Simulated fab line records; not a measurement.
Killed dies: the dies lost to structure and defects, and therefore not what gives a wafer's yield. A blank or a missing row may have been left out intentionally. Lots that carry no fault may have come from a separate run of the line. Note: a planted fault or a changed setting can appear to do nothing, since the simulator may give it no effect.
fab line records :: flow sky130
record
  lots=6
  wafers=18
  last_day=50
route steps=708 shown VIA1@466
lots with no fault: from the same line, run without faults
start_h: the number of hours between the record's first day and the start of the first shown wafer of the lot :: wait_h: time in hours since the lot's previous step :: " as in the row above :: L1.1+2: a single row standing in for several wafers :: - no value, or no start given :: * or withheld: withheld :: < > ~ a bound
route shown NAME@n: a module of which the file shows steps, and the number in the route of the first :: usual: mean/standard deviation taken from wafers without a fault :: same: alike in all rows :: chamber/n: place in a boat :: sites: per-site readings :: _std_site: their standard deviation :: _edge_site: inner sites' mean taken away from outer sites' mean :: radius_mm: how far each site lies from the wafer's centre :: mask NAME#n: copy n :: behind: the most recent tool/chamber to have shaped the wafer :: hold: why the lot went on hold/how many hours it stayed there/how the hold came to an end :: device: which transistor (n, p or np) failed to switch :: end of line: the tests these same wafers got at the end of their route :: where a step has no rows: the recipe by itself :: killed: dies that structure and defects cost at the first sort, which is not the same as the wafer's yield :: map: a wafer's dies, marking killed ones x, the rest . and places with no die _
set.NAME: the setting as run; set.NAME@STEP: as run at that earlier step :: model.NAME: the simulator's own value behind a step, which no gauge read
lots at selected steps of the route; one table per step, one row per wafer
services: the hour from which a tool's chamber was out of use, counted from the record's first day as start_h (under 0 if before that day), plus the number of hours and why
## steps
# step SKY_VIA1_SOFTBAKE_08
# recipe
  temp_c=100
  time_s=90
  resist=KrF-thick
# step SKY_VIA1_EXPOSE_09
# recipe
  mask_id=VIM
  na=0.8
  source_shape=annular
  sigma_inner=0.55
  sigma_outer=0.85
  target_cd_nm=150
  dose_mj=38
# step SKY_VIA1_PEB_10
# recipe
  peb_temp_c=withheld
  peb_time_s=withheld
  resist=KrF-thick
# step SKY_VIA1_DEVELOP_11
# recipe
  develop_time_s=60
  resist=KrF-thick
  dev_temp_c=21
# step SKY_VIA1_CD_MEAS_12
# recipe
  target_cd_nm=150
# usual
  cd_nm=149.4/1.4
lot.wafer: L626.2
tool: cd_sem-02
chamber: -
start_h: 797.62
wait_h: -
cd_nm: 147.7

lot.wafer: L626.4
tool: cd_sem-02
chamber: -
start_h: 797.62
wait_h: -
cd_nm: 147.9

lot.wafer: L626.5
tool: cd_sem-02
chamber: -
start_h: 797.62
wait_h: -
cd_nm: 148.3

lot.wafer: L627.1
tool: cd_sem-01
chamber: -
start_h: 818.57
wait_h: -
cd_nm: 146.7

lot.wafer: L627.2
tool: cd_sem-01
chamber: -
start_h: 818.57
wait_h: -
cd_nm: 149.0

lot.wafer: L627.3
tool: cd_sem-01
chamber: -
start_h: 818.57
wait_h: -
cd_nm: 146.7

lot.wafer: L628.2
tool: cd_sem-01
chamber: -
start_h: 822.59
wait_h: -
cd_nm: 149.1

lot.wafer: L628.3
tool: cd_sem-01
chamber: -
start_h: 822.59
wait_h: -
cd_nm: 149.4

lot.wafer: L628.6
tool: cd_sem-01
chamber: -
start_h: 822.59
wait_h: -
cd_nm: 148.6

lot.wafer: L637.3
tool: cd_sem-01
chamber: -
start_h: 889.74
wait_h: -
cd_nm: 148.8

lot.wafer: L637.5
tool: cd_sem-01
chamber: -
start_h: 889.74
wait_h: -
cd_nm: 149.4

lot.wafer: L637.6
tool: cd_sem-01
chamber: -
start_h: 889.74
wait_h: -
cd_nm: 148.0

lot.wafer: L645.1
tool: cd_sem-01
chamber: -
start_h: 944.50
wait_h: -
cd_nm: 150.6

lot.wafer: L645.2
tool: cd_sem-01
chamber: -
start_h: 944.50
wait_h: -
cd_nm: 150.8

lot.wafer: L645.5
tool: cd_sem-01
chamber: -
start_h: 944.50
wait_h: -
cd_nm: 150.6

lot.wafer: L648.1
tool: cd_sem-02
chamber: -
start_h: 963.75
wait_h: -
cd_nm: 148.0

lot.wafer: L648.5
tool: cd_sem-02
chamber: -
start_h: 963.75
wait_h: -
cd_nm: 149.6

lot.wafer: L648.6
tool: cd_sem-02
chamber: -
start_h: 963.75
wait_h: -
cd_nm: 149.7
# step SKY_VIA1_OVL_MEAS_13
# usual
  VIA1_OVL=-3/5.2
lot.wafer: L626.2
tool: overlay-02
chamber: -
start_h: 797.72
wait_h: 0.1
VIA1_OVL[nm]: 5

lot.wafer: L626.4
tool: overlay-02
chamber: -
start_h: 797.72
wait_h: 0.1
VIA1_OVL[nm]: 5

lot.wafer: L626.5
tool: overlay-02
chamber: -
start_h: 797.72
wait_h: 0.1
VIA1_OVL[nm]: 0

lot.wafer: L627.1
tool: overlay-01
chamber: -
start_h: 818.69
wait_h: 0.1
VIA1_OVL[nm]: 2

lot.wafer: L627.2
tool: overlay-01
chamber: -
start_h: 818.69
wait_h: 0.1
VIA1_OVL[nm]: -7

lot.wafer: L627.3
tool: overlay-01
chamber: -
start_h: 818.69
wait_h: 0.1
VIA1_OVL[nm]: -9

lot.wafer: L628.2
tool: overlay-02
chamber: -
start_h: 822.69
wait_h: 0.1
VIA1_OVL[nm]: -1

lot.wafer: L628.3
tool: overlay-02
chamber: -
start_h: 822.69
wait_h: 0.1
VIA1_OVL[nm]: -5

lot.wafer: L628.6
tool: overlay-02
chamber: -
start_h: 822.69
wait_h: 0.1
VIA1_OVL[nm]: -6

lot.wafer: L637.3
tool: overlay-01
chamber: -
start_h: 889.83
wait_h: 0.1
VIA1_OVL[nm]: -1

lot.wafer: L637.5
tool: overlay-01
chamber: -
start_h: 889.83
wait_h: 0.1
VIA1_OVL[nm]: 3

lot.wafer: L637.6
tool: overlay-01
chamber: -
start_h: 889.83
wait_h: 0.1
VIA1_OVL[nm]: 6

lot.wafer: L645.1
tool: overlay-02
chamber: -
start_h: 944.62
wait_h: 0.1
VIA1_OVL[nm]: 2

lot.wafer: L645.2
tool: overlay-02
chamber: -
start_h: 944.62
wait_h: 0.1
VIA1_OVL[nm]: -8

lot.wafer: L645.5
tool: overlay-02
chamber: -
start_h: 944.62
wait_h: 0.1
VIA1_OVL[nm]: -5

lot.wafer: L648.1
tool: overlay-01
chamber: -
start_h: 963.87
wait_h: 0.1
VIA1_OVL[nm]: -2

lot.wafer: L648.5
tool: overlay-01
chamber: -
start_h: 963.87
wait_h: 0.1
VIA1_OVL[nm]: -4

lot.wafer: L648.6
tool: overlay-01
chamber: -
start_h: 963.87
wait_h: 0.1
VIA1_OVL[nm]: -4
# step SKY_VIA1_ETCH_14
# recipe
  chemistry=N2/H2
  target=BARC
  ion_energy_ev=200
  source_w=500
  bias_w=100
  pressure_mtorr=30
  n2_flow_sccm=100
  h2_flow_sccm=200
  stop_on=SiO2
  time_s=45.9
  target_depth_a=600
# usual
  drypump_motor_current_A=5.5/0.41
  oes_product_au=0.855/0.0048
  throttle_valve_pct=13.224/0.0092
lot.wafer: L626.2
tool: rie_diel-02
chamber: 0
start_h: 797.75
wait_h: 0.0
drypump_motor_current_A: 5.8
oes_product_au: 0.851
rf_hours_counter_h: 6
throttle_valve_pct: 13.224

lot.wafer: L626.4
tool: rie_diel-02
chamber: 2
start_h: 797.75
wait_h: 0.0
drypump_motor_current_A: 5.5
oes_product_au: 0.848
rf_hours_counter_h: 2
throttle_valve_pct: 13.229

lot.wafer: L626.5
tool: rie_diel-02
chamber: 0
start_h: 797.75
wait_h: 0.0
drypump_motor_current_A: 5.8
oes_product_au: 0.861
rf_hours_counter_h: -
throttle_valve_pct: 13.216

lot.wafer: L627.1
tool: rie_diel-03
chamber: 1
start_h: 818.72
wait_h: 0.0
drypump_motor_current_A: 4.8
oes_product_au: 0.855
rf_hours_counter_h: 6
throttle_valve_pct: 13.240

lot.wafer: L627.2
tool: rie_diel-03
chamber: 0
start_h: 818.72
wait_h: 0.0
drypump_motor_current_A: 4.9
oes_product_au: 0.857
rf_hours_counter_h: 10
throttle_valve_pct: 13.221

lot.wafer: L627.3
tool: rie_diel-03
chamber: 2
start_h: 818.72
wait_h: 0.0
drypump_motor_current_A: 6.0
oes_product_au: 0.860
rf_hours_counter_h: 14
throttle_valve_pct: 13.234

lot.wafer: L628.2
tool: rie_diel-02
chamber: 0
start_h: 822.72
wait_h: 0.0
drypump_motor_current_A: 5.8
oes_product_au: 0.859
rf_hours_counter_h: 6
throttle_valve_pct: 13.216

lot.wafer: L628.3
tool: rie_diel-02
chamber: 3
start_h: 822.72
wait_h: 0.0
drypump_motor_current_A: 5.8
oes_product_au: 0.854
rf_hours_counter_h: 11
throttle_valve_pct: 13.222

lot.wafer: L628.6
tool: rie_diel-02
chamber: 2
start_h: 822.72
wait_h: 0.0
drypump_motor_current_A: 5.5
oes_product_au: 0.858
rf_hours_counter_h: -
throttle_valve_pct: 13.218

lot.wafer: L637.3
tool: rie_diel-03
chamber: 2
start_h: 889.85
wait_h: 0.0
drypump_motor_current_A: 6.0
oes_product_au: 0.851
rf_hours_counter_h: 17
throttle_valve_pct: 13.205

lot.wafer: L637.5
tool: rie_diel-03
chamber: 1
start_h: 889.85
wait_h: 0.0
drypump_motor_current_A: 4.9
oes_product_au: 0.854
rf_hours_counter_h: -
throttle_valve_pct: 13.216

lot.wafer: L637.6
tool: rie_diel-03
chamber: 0
start_h: 889.85
wait_h: 0.0
drypump_motor_current_A: 4.9
oes_product_au: 0.844
rf_hours_counter_h: -
throttle_valve_pct: 13.224

lot.wafer: L645.1
tool: rie_diel-01
chamber: 1
start_h: 944.65
wait_h: 0.0
drypump_motor_current_A: 5.4
oes_product_au: 0.857
rf_hours_counter_h: 7
throttle_valve_pct: 13.211

lot.wafer: L645.2
tool: rie_diel-01
chamber: 0
start_h: 944.65
wait_h: 0.0
drypump_motor_current_A: 5.1
oes_product_au: 0.852
rf_hours_counter_h: 1
throttle_valve_pct: 13.223

lot.wafer: L645.5
tool: rie_diel-01
chamber: 2
start_h: 944.65
wait_h: 0.0
drypump_motor_current_A: 5.4
oes_product_au: 0.852
rf_hours_counter_h: -
throttle_valve_pct: 13.219

lot.wafer: L648.1
tool: rie_diel-02
chamber: 2
start_h: 963.90
wait_h: 0.0
drypump_motor_current_A: 5.5
oes_product_au: 0.855
rf_hours_counter_h: 8
throttle_valve_pct: 13.218

lot.wafer: L648.5
tool: rie_diel-02
chamber: 1
start_h: 963.90
wait_h: 0.0
drypump_motor_current_A: 6.0
oes_product_au: 0.857
rf_hours_counter_h: -
throttle_valve_pct: 13.240

lot.wafer: L648.6
tool: rie_diel-02
chamber: 2
start_h: 963.90
wait_h: 0.0
drypump_motor_current_A: 5.5
oes_product_au: 0.858
rf_hours_counter_h: -
throttle_valve_pct: 13.221
# step SKY_VIA1_ETCH_15
# recipe
  target=SiO2
  chemistry=C4F8/O2/Ar
  target_depth_nm=351
  stop_on=TiN
  mask_material=KrF-thick
  source_w=1500
  bias_w=1200
  pressure_mtorr=40
  c4f8_flow_sccm=withheld
  O2_flow_sccm=6
  Ar_flow_sccm=300
  time_s=54
# usual
  oes_product_au=0.982/0.0052
lot.wafer: L626.2
tool: rie_diel-02
chamber: 0
start_h: 797.79
wait_h: 0.0
oes_product_au: 0.982
rf_hours_counter_h: 6

lot.wafer: L626.4
tool: rie_diel-02
chamber: 2
start_h: 797.79
wait_h: 0.0
oes_product_au: 0.986
rf_hours_counter_h: 2

lot.wafer: L626.5
tool: rie_diel-02
chamber: 0
start_h: 797.79
wait_h: 0.0
oes_product_au: 0.985
rf_hours_counter_h: -

lot.wafer: L627.1
tool: rie_diel-03
chamber: 1
start_h: 818.76
wait_h: 0.0
oes_product_au: 0.986
rf_hours_counter_h: 6

lot.wafer: L627.2
tool: rie_diel-03
chamber: 0
start_h: 818.76
wait_h: 0.0
oes_product_au: 0.974
rf_hours_counter_h: 10

lot.wafer: L627.3
tool: rie_diel-03
chamber: 2
start_h: 818.76
wait_h: 0.0
oes_product_au: 0.990
rf_hours_counter_h: 14

lot.wafer: L628.2
tool: rie_diel-02
chamber: 0
start_h: 822.76
wait_h: 0.0
oes_product_au: 0.983
rf_hours_counter_h: 6

lot.wafer: L628.3
tool: rie_diel-02
chamber: 3
start_h: 822.76
wait_h: 0.0
oes_product_au: 0.974
rf_hours_counter_h: 11

lot.wafer: L628.6
tool: rie_diel-02
chamber: 2
start_h: 822.76
wait_h: 0.0
oes_product_au: 0.982
rf_hours_counter_h: -

lot.wafer: L637.3
tool: rie_diel-03
chamber: 2
start_h: 889.90
wait_h: 0.0
oes_product_au: 0.985
rf_hours_counter_h: 17

lot.wafer: L637.5
tool: rie_diel-03
chamber: 1
start_h: 889.90
wait_h: 0.0
oes_product_au: 0.974
rf_hours_counter_h: -

lot.wafer: L637.6
tool: rie_diel-03
chamber: 0
start_h: 889.90
wait_h: 0.0
oes_product_au: 0.981
rf_hours_counter_h: -

lot.wafer: L645.1
tool: rie_diel-01
chamber: 1
start_h: 944.70
wait_h: 0.0
oes_product_au: 0.978
rf_hours_counter_h: 7

lot.wafer: L645.2
tool: rie_diel-01
chamber: 0
start_h: 944.70
wait_h: 0.0
oes_product_au: 0.987
rf_hours_counter_h: 1

lot.wafer: L645.5
tool: rie_diel-01
chamber: 2
start_h: 944.70
wait_h: 0.0
oes_product_au: 0.987
rf_hours_counter_h: -

lot.wafer: L648.1
tool: rie_diel-02
chamber: 2
start_h: 963.97
wait_h: 0.0
oes_product_au: 0.980
rf_hours_counter_h: 8

lot.wafer: L648.5
tool: rie_diel-02
chamber: 1
start_h: 963.97
wait_h: 0.0
oes_product_au: 0.982
rf_hours_counter_h: -

lot.wafer: L648.6
tool: rie_diel-02
chamber: 2
start_h: 963.97
wait_h: 0.0
oes_product_au: 0.999
rf_hours_counter_h: -
# step SKY_VIA1_STRIP_16
# recipe
  chemistry=O2/N2
  power_w=1400
  pressure_mtorr=1500
  platen_temp_c=withheld
  o2_flow_sccm=3000
  n2_flow_sccm=300
  overash_fraction=0.5
# usual
  drypump_motor_current_A=5.5/0.42
  oes_product_au=0.416/0.0047
  strip_time_to_endpoint_s=4.467/0.018
# same
  overash_fraction=0.5
lot.wafer: L626.2
tool: plasma_asher-01
chamber: 0
start_h: 797.84
wait_h: 0.0
drypump_motor_current_A: 6.1
oes_product_au: 0.408
rf_hours_counter_h: 5
strip_time_to_endpoint_s: 4.442

lot.wafer: L626.4
tool: plasma_asher-01
chamber: 0
start_h: 797.84
wait_h: 0.0
drypump_motor_current_A: 6.1
oes_product_au: 0.421
rf_hours_counter_h: -
strip_time_to_endpoint_s: 4.469

lot.wafer: L626.5
tool: plasma_asher-01
chamber: 0
start_h: 797.84
wait_h: 0.0
drypump_motor_current_A: 6.1
oes_product_au: 0.415
rf_hours_counter_h: -
strip_time_to_endpoint_s: 4.454

lot.wafer: L627.1
tool: plasma_asher-03
chamber: 1
start_h: 818.81
wait_h: 0.0
drypump_motor_current_A: 5.8
oes_product_au: 0.412
rf_hours_counter_h: 101
strip_time_to_endpoint_s: 4.478

lot.wafer: L627.2
tool: plasma_asher-03
chamber: 0
start_h: 818.81
wait_h: 0.0
drypump_motor_current_A: 5.0
oes_product_au: 0.415
rf_hours_counter_h: 101
strip_time_to_endpoint_s: 4.470

lot.wafer: L627.3
tool: plasma_asher-03
chamber: 1
start_h: 818.81
wait_h: 0.0
drypump_motor_current_A: 5.8
oes_product_au: 0.409
rf_hours_counter_h: -
strip_time_to_endpoint_s: 4.416

lot.wafer: L628.2
tool: plasma_asher-03
chamber: 1
start_h: 822.81
wait_h: 0.0
drypump_motor_current_A: 5.8
oes_product_au: 0.413
rf_hours_counter_h: 102
strip_time_to_endpoint_s: 4.409

lot.wafer: L628.3
tool: plasma_asher-03
chamber: 0
start_h: 822.81
wait_h: 0.0
drypump_motor_current_A: 5.0
oes_product_au: 0.417
rf_hours_counter_h: -
strip_time_to_endpoint_s: 4.444

lot.wafer: L628.6
tool: plasma_asher-03
chamber: 1
start_h: 822.81
wait_h: 0.0
drypump_motor_current_A: 5.8
oes_product_au: 0.418
rf_hours_counter_h: -
strip_time_to_endpoint_s: 4.461

lot.wafer: L637.3
tool: plasma_asher-01
chamber: 1
start_h: 889.98
wait_h: 0.1
drypump_motor_current_A: 5.4
oes_product_au: 0.409
rf_hours_counter_h: -
strip_time_to_endpoint_s: 4.430

lot.wafer: L637.5
tool: plasma_asher-01
chamber: 1
start_h: 889.98
wait_h: 0.1
drypump_motor_current_A: 5.4
oes_product_au: 0.422
rf_hours_counter_h: -
strip_time_to_endpoint_s: 4.482

lot.wafer: L637.6
tool: plasma_asher-01
chamber: 0
start_h: 889.98
wait_h: 0.1
drypump_motor_current_A: 6.1
oes_product_au: 0.423
rf_hours_counter_h: -
strip_time_to_endpoint_s: 4.445

lot.wafer: L645.1
tool: plasma_asher-01
chamber: 0
start_h: 944.74
wait_h: 0.0
drypump_motor_current_A: 6.1
oes_product_au: 0.417
rf_hours_counter_h: 24
strip_time_to_endpoint_s: 4.467

lot.wafer: L645.2
tool: plasma_asher-01
chamber: 1
start_h: 944.74
wait_h: 0.0
drypump_motor_current_A: 5.4
oes_product_au: 0.413
rf_hours_counter_h: 24
strip_time_to_endpoint_s: 4.450

lot.wafer: L645.5
tool: plasma_asher-01
chamber: 0
start_h: 944.74
wait_h: 0.0
drypump_motor_current_A: 6.1
oes_product_au: 0.415
rf_hours_counter_h: -
strip_time_to_endpoint_s: 4.493

lot.wafer: L648.1
tool: plasma_asher-03
chamber: 0
start_h: 964.04
wait_h: 0.0
drypump_motor_current_A: 5.0
oes_product_au: 0.420
rf_hours_counter_h: 118
strip_time_to_endpoint_s: 4.481

lot.wafer: L648.5
tool: plasma_asher-03
chamber: 0
start_h: 964.04
wait_h: 0.0
drypump_motor_current_A: 5.0
oes_product_au: 0.421
rf_hours_counter_h: -
strip_time_to_endpoint_s: 4.469

lot.wafer: L648.6
tool: plasma_asher-03
chamber: 1
start_h: 964.04
wait_h: 0.0
drypump_motor_current_A: 5.8
oes_product_au: 0.413
rf_hours_counter_h: -
strip_time_to_endpoint_s: 4.472
# step SKY_VIA1_STRIP_17
# recipe
  chemistry=post_etch_residue_remover
  time_s=1200
  temp_c=72.5
# step SKY_VIA1_CLEAN_18
# recipe
  chemistry=IPA
  time_s=180
  temp_c=25
# step SKY_VIA1_CLEAN_19
# recipe
  chemistry=O3/DIW
  dry=n2_spin
# step SKY_VIA1_SPUTTER_20
# recipe
  material=TiN
  target_thk_nm=20
  chamber_pressure_pa=5
  power_w=4000
  time_s=80
# usual
  cathode_dc_power_W=4000.0/0.77
  chamber_pressure_pa=4.999/0.011
  throttle_valve_pct=30.0/1.2
lot.wafer: L626.2
tool: pvd_sputter-02
chamber: -
start_h: 798.44
wait_h: 0.0
cathode_dc_power_W: 4000.3
chamber_pressure_pa: 5.005
throttle_valve_pct: 27.9

lot.wafer: L626.4
tool: pvd_sputter-02
chamber: -
start_h: 798.44
wait_h: 0.0
cathode_dc_power_W: 3999.6
chamber_pressure_pa: 5.002
throttle_valve_pct: 30.0

lot.wafer: L626.5
tool: pvd_sputter-02
chamber: -
start_h: 798.44
wait_h: 0.0
cathode_dc_power_W: 3999.6
chamber_pressure_pa: 4.996
throttle_valve_pct: 28.2

lot.wafer: L627.1
tool: pvd_sputter-01
chamber: -
start_h: 819.40
wait_h: 0.0
cathode_dc_power_W: -
chamber_pressure_pa: -
throttle_valve_pct: -

lot.wafer: L627.2
tool: pvd_sputter-01
chamber: -
start_h: 819.40
wait_h: 0.0
cathode_dc_power_W: -
chamber_pressure_pa: -
throttle_valve_pct: -

lot.wafer: L627.3
tool: pvd_sputter-01
chamber: -
start_h: 819.40
wait_h: 0.0
cathode_dc_power_W: -
chamber_pressure_pa: -
throttle_valve_pct: -

lot.wafer: L628.2
tool: pvd_sputter-01
chamber: -
start_h: 823.40
wait_h: 0.0
cathode_dc_power_W: -
chamber_pressure_pa: -
throttle_valve_pct: -

lot.wafer: L628.3
tool: pvd_sputter-01
chamber: -
start_h: 823.40
wait_h: 0.0
cathode_dc_power_W: -
chamber_pressure_pa: -
throttle_valve_pct: -

lot.wafer: L628.6
tool: pvd_sputter-01
chamber: -
start_h: 823.40
wait_h: 0.0
cathode_dc_power_W: -
chamber_pressure_pa: -
throttle_valve_pct: -

lot.wafer: L637.3
tool: pvd_sputter-01
chamber: -
start_h: 890.53
wait_h: 0.0
cathode_dc_power_W: 3999.1
chamber_pressure_pa: 5.002
throttle_valve_pct: 29.5

lot.wafer: L637.5
tool: pvd_sputter-01
chamber: -
start_h: 890.53
wait_h: 0.0
cathode_dc_power_W: 4001.0
chamber_pressure_pa: 4.999
throttle_valve_pct: 29.8

lot.wafer: L637.6
tool: pvd_sputter-01
chamber: -
start_h: 890.53
wait_h: 0.0
cathode_dc_power_W: 3999.8
chamber_pressure_pa: 4.997
throttle_valve_pct: 28.8

lot.wafer: L645.1
tool: pvd_sputter-02
chamber: -
start_h: 945.37
wait_h: 0.0
cathode_dc_power_W: 4000.3
chamber_pressure_pa: 5.004
throttle_valve_pct: 28.8

lot.wafer: L645.2
tool: pvd_sputter-02
chamber: -
start_h: 945.37
wait_h: 0.0
cathode_dc_power_W: 4000.2
chamber_pressure_pa: 5.010
throttle_valve_pct: 28.3

lot.wafer: L645.5
tool: pvd_sputter-02
chamber: -
start_h: 945.37
wait_h: 0.0
cathode_dc_power_W: 3999.8
chamber_pressure_pa: 5.003
throttle_valve_pct: 30.2

lot.wafer: L648.1
tool: pvd_sputter-02
chamber: -
start_h: 964.63
wait_h: 0.0
cathode_dc_power_W: 3999.6
chamber_pressure_pa: 4.990
throttle_valve_pct: 29.2

lot.wafer: L648.5
tool: pvd_sputter-02
chamber: -
start_h: 964.63
wait_h: 0.0
cathode_dc_power_W: 4000.2
chamber_pressure_pa: 5.004
throttle_valve_pct: 27.9

lot.wafer: L648.6
tool: pvd_sputter-02
chamber: -
start_h: 964.63
wait_h: 0.0
cathode_dc_power_W: 4001.2
chamber_pressure_pa: 4.999
throttle_valve_pct: 29.6
# step SKY_VIA1_CVD_21
# recipe
  material=W
  target_thk_nm=270
  time_s=80.902
  temp_c=400
  pressure_torr=40
# usual
  heater_power_w=808/83
lot.wafer: L626.2
tool: cvd_w-02
chamber: 0
start_h: 798.50
wait_h: 0.0
heater_power_w: 697

lot.wafer: L626.4
tool: cvd_w-02
chamber: 0
start_h: 798.50
wait_h: 0.0
heater_power_w: 707

lot.wafer: L626.5
tool: cvd_w-02
chamber: 0
start_h: 798.50
wait_h: 0.0
heater_power_w: 694

lot.wafer: L627.1
tool: cvd_w-02
chamber: 1
start_h: 819.46
wait_h: 0.0
heater_power_w: 794

lot.wafer: L627.2
tool: cvd_w-02
chamber: 0
start_h: 819.46
wait_h: 0.0
heater_power_w: 727

lot.wafer: L627.3
tool: cvd_w-02
chamber: 1
start_h: 819.46
wait_h: 0.0
heater_power_w: 790

lot.wafer: L628.2
tool: cvd_w-01
chamber: 1
start_h: 823.46
wait_h: 0.0
heater_power_w: 898

lot.wafer: L628.3
tool: cvd_w-01
chamber: 0
start_h: 823.46
wait_h: 0.0
heater_power_w: 943

lot.wafer: L628.6
tool: cvd_w-01
chamber: 1
start_h: 823.46
wait_h: 0.0
heater_power_w: 909

lot.wafer: L637.3
tool: cvd_w-02
chamber: 0
start_h: 890.63
wait_h: 0.1
heater_power_w: 727

lot.wafer: L637.5
tool: cvd_w-02
chamber: 1
start_h: 890.63
wait_h: 0.1
heater_power_w: 810

lot.wafer: L637.6
tool: cvd_w-02
chamber: 0
start_h: 890.63
wait_h: 0.1
heater_power_w: 718

lot.wafer: L645.1
tool: cvd_w-02
chamber: 1
start_h: 945.43
wait_h: 0.0
heater_power_w: 775

lot.wafer: L645.2
tool: cvd_w-02
chamber: 0
start_h: 945.43
wait_h: 0.0
heater_power_w: 701

lot.wafer: L645.5
tool: cvd_w-02
chamber: 0
start_h: 945.43
wait_h: 0.0
heater_power_w: 729

lot.wafer: L648.1
tool: cvd_w-02
chamber: 0
start_h: 964.69
wait_h: 0.0
heater_power_w: 727

lot.wafer: L648.5
tool: cvd_w-02
chamber: 0
start_h: 964.69
wait_h: 0.0
heater_power_w: 717

lot.wafer: L648.6
tool: cvd_w-02
chamber: 1
start_h: 964.69
wait_h: 0.0
heater_power_w: 799
## services
tool: pvd_sputter-01
chamber: -
start_h: 781.14
hours: 1.9
kind: repair

tool: rie_diel-03
chamber: 3
start_h: 812.76
hours: 7.1
kind: repair

tool: plasma_asher-03
chamber: -
start_h: 821.21
hours: 1.3
kind: repair

tool: rie_diel-03
chamber: -
start_h: 823.39
hours: 0.6
kind: repair

tool: cvd_w-01
chamber: 0
start_h: 850.31
hours: 12.8
kind: repair

tool: rie_diel-01
chamber: 1
start_h: 862.68
hours: 7.6
kind: repair

tool: rie_diel-03
chamber: 2
start_h: 869.64
hours: 5.8
kind: repair

tool: rie_diel-01
chamber: 2
start_h: 870.07
hours: 30.1
kind: repair

tool: rie_diel-01
chamber: 1
start_h: 871.21
hours: 17.7
kind: repair

tool: cvd_w-01
chamber: -
start_h: 887.22
hours: 1.0
kind: repair

tool: rie_diel-01
chamber: -
start_h: 889.09
hours: 15.6
kind: pm

tool: rie_diel-03
chamber: 1
start_h: 890.32
hours: 47.8
kind: repair

tool: cvd_w-01
chamber: -
start_h: 890.53
hours: 2.8
kind: repair

tool: plasma_asher-03
chamber: -
start_h: 897.97
hours: 4.3
kind: pm

tool: cvd_w-01
chamber: -
start_h: 904.15
hours: 14.0
kind: pm

tool: rie_diel-01
chamber: 0
start_h: 904.69
hours: -
kind: clean

tool: rie_diel-01
chamber: 0
start_h: 904.69
hours: 12.5
kind: scheduled_down

tool: rie_diel-01
chamber: 0
start_h: 904.69
hours: 12.5
kind: vent_cycle

tool: rie_diel-03
chamber: -
start_h: 938.95
hours: 2.8
kind: pm

tool: rie_diel-01
chamber: 3
start_h: 944.06
hours: 4.6
kind: repair

tool: rie_diel-02
chamber: 0
start_h: 950.75
hours: 7.5
kind: repair

tool: rie_diel-02
chamber: 3
start_h: 959.75
hours: 7.5
kind: repair

tool: plasma_asher-01
chamber: -
start_h: 960.59
hours: 14.3
kind: repair

tool: rie_diel-02
chamber: 0
start_h: 961.73
hours: 7.6
kind: repair
## key
first_sign
  step=SKY_VIA1_SPUTTER_20
  reading=tool_record
  direction=missing
effect none on later readings
met_at SKY_VIA1_SPUTTER_20
struck_wafers L627.1,L627.2,L627.3,L628.2,L628.3,L628.6
later_rows_left_out L627.1,L627.2,L627.3,L628.2,L628.3,L628.6
sort_left_out L627.1,L627.2,L627.3,L628.2,L628.3,L628.6
fault
  kind=skipped_step_whole
  tool=pvd_sputter-01
  chamber=-
  onset_h=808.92
  steps=SKY_VIA1_SPUTTER_20
  scope=struck_lots_only
# sort_left_out: the simulated sort isn't trusted on such a fault, so these wafers' sort isn't shown, and their yield isn't known
# later_rows_left_out: the simulator's readings of these wafers behind a module that went badly wrong aren't trusted and aren't shown, but for the sort
